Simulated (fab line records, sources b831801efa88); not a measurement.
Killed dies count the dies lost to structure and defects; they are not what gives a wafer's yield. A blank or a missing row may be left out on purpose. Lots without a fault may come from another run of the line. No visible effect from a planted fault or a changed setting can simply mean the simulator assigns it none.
Which tool is to blame? / flow gf180mcu / 33 wafers from 11 lots sampled at 3 of the route's 602 steps

WHAT THE GAUGES READ, wafer by wafer
GF_V2_CD_MEAS_14 targets a cd of 260 nm.
lot=L483; measured=day 20 10:07; on=cd-sem-01; cd-nm (nm)=257.2 257.0 256.2
lot=L484; measured=day 20 22:11; on=cd-sem-02; cd-nm (nm)=259.7 259.4 259.6
lot=L486; measured=day 21 13:32; on=cd-sem-01; cd-nm (nm)=258.8 258.3 258.6
lot=L488; measured=day 22 07:17; on=cd-sem-01; cd-nm (nm)=260.2 259.5 259.4
lot=L489; measured=day 22 15:02; on=cd-sem-02; cd-nm (nm)=269.8 269.1 269.1
lot=L492; measured=day 23 18:17; on=cd-sem-02; cd-nm (nm)=270.2 269.3 269.5
lot=L498; measured=day 25 20:37; on=cd-sem-01; cd-nm (nm)=260.2 260.3 259.2
lot=L500; measured=day 26 11:46; on=cd-sem-01; cd-nm (nm)=258.7 258.5 260.1
lot=L501; measured=day 26 15:28; on=cd-sem-02; cd-nm (nm)=256.9 259.0 259.1
lot=L502; measured=day 26 20:32; on=cd-sem-02; cd-nm (nm)=259.4 260.0 259.0
lot=L506; measured=day 28 00:14; on=cd-sem-01; cd-nm (nm)=262.2 263.1 262.8

EACH LOT AND THE TOOL THAT RAN IT (in order: tool; ch and the chambers of the sampled wafers; start)
lot=L483; GF_V1_STRIP_18=plasma-asher-02 ch 0,1, day 18 07:01; GF_V2_COAT_09=litho-track-04 ch 0, day 19 21:00
lot=L484; GF_V1_STRIP_18=plasma-asher-03 ch 0,1, day 18 17:50; GF_V2_COAT_09=litho-track-01 ch 0, day 20 10:00
lot=L486; GF_V1_STRIP_18=plasma-asher-04 ch 0,1, day 19 09:52; GF_V2_COAT_09=litho-track-01 ch 0, day 21 01:00
lot=L488; GF_V1_STRIP_18=plasma-asher-02 ch 0,1, day 20 04:46; GF_V2_COAT_09=litho-track-04 ch 0, day 21 19:00
lot=L489; GF_V1_STRIP_18=plasma-asher-02 ch 0,1, day 20 12:35; GF_V2_COAT_09=litho-track-04 ch 0, day 22 02:00
lot=L492; GF_V1_STRIP_18=plasma-asher-03 ch 0, day 21 17:17; GF_V2_COAT_09=litho-track-04 ch 0, day 23 06:00
lot=L498; GF_V1_STRIP_18=plasma-asher-03 ch 0,1, day 23 22:20; GF_V2_COAT_09=litho-track-01 ch 0, day 25 10:00
lot=L500; GF_V1_STRIP_18=plasma-asher-03 ch 0,1, day 24 14:02; GF_V2_COAT_09=litho-track-03 ch 0, day 26 00:00
lot=L501; GF_V1_STRIP_18=plasma-asher-03 ch 0,1, day 24 17:40; GF_V2_COAT_09=litho-track-04 ch 0, day 26 04:00
lot=L502; GF_V1_STRIP_18=plasma-asher-02 ch 0,1, day 24 23:55; GF_V2_COAT_09=litho-track-03 ch 0, day 26 10:00
lot=L506; GF_V1_STRIP_18=plasma-asher-04 ch 0,1, day 26 05:16; GF_V2_COAT_09=litho-track-01 ch 0, day 27 13:00
- GF_V1_STRIP_18: strips in O2/N2.
- GF_V2_COAT_09: resist thk 1000 nm.

THE ANSWER, worked out from the rows above alone
Rule: the lots themselves supply what counts as usual. The widest of any qualifying gaps counts: lots, ordered by their means at a reading, are off when they make up no more than a third of the lots, leave a main group of 4 or more, and stand apart from it by 3 or more times the standard deviation of that group's means. If all means in a main group match to the digits the tables above print for the reading, that group is not used. Also off: a lot with no number at a reading for which 4 or more lots have one. Where the step has rows for the other lots, those lots are counted as sound.
Off at GF_V2_CD_MEAS_14 (cd-nm): L489, L492. Mean 259.3 nm and standard deviation 1.5 in the main group.
A tool fits if, at a process step before that reading, it ran every lot that is off, and no sound lot after the first of them. The gauges at GF_V2_CD_MEAS_14 are tried like those tools. Not one of the candidates tried fits.

WHAT THE SIMULATOR PUT IN
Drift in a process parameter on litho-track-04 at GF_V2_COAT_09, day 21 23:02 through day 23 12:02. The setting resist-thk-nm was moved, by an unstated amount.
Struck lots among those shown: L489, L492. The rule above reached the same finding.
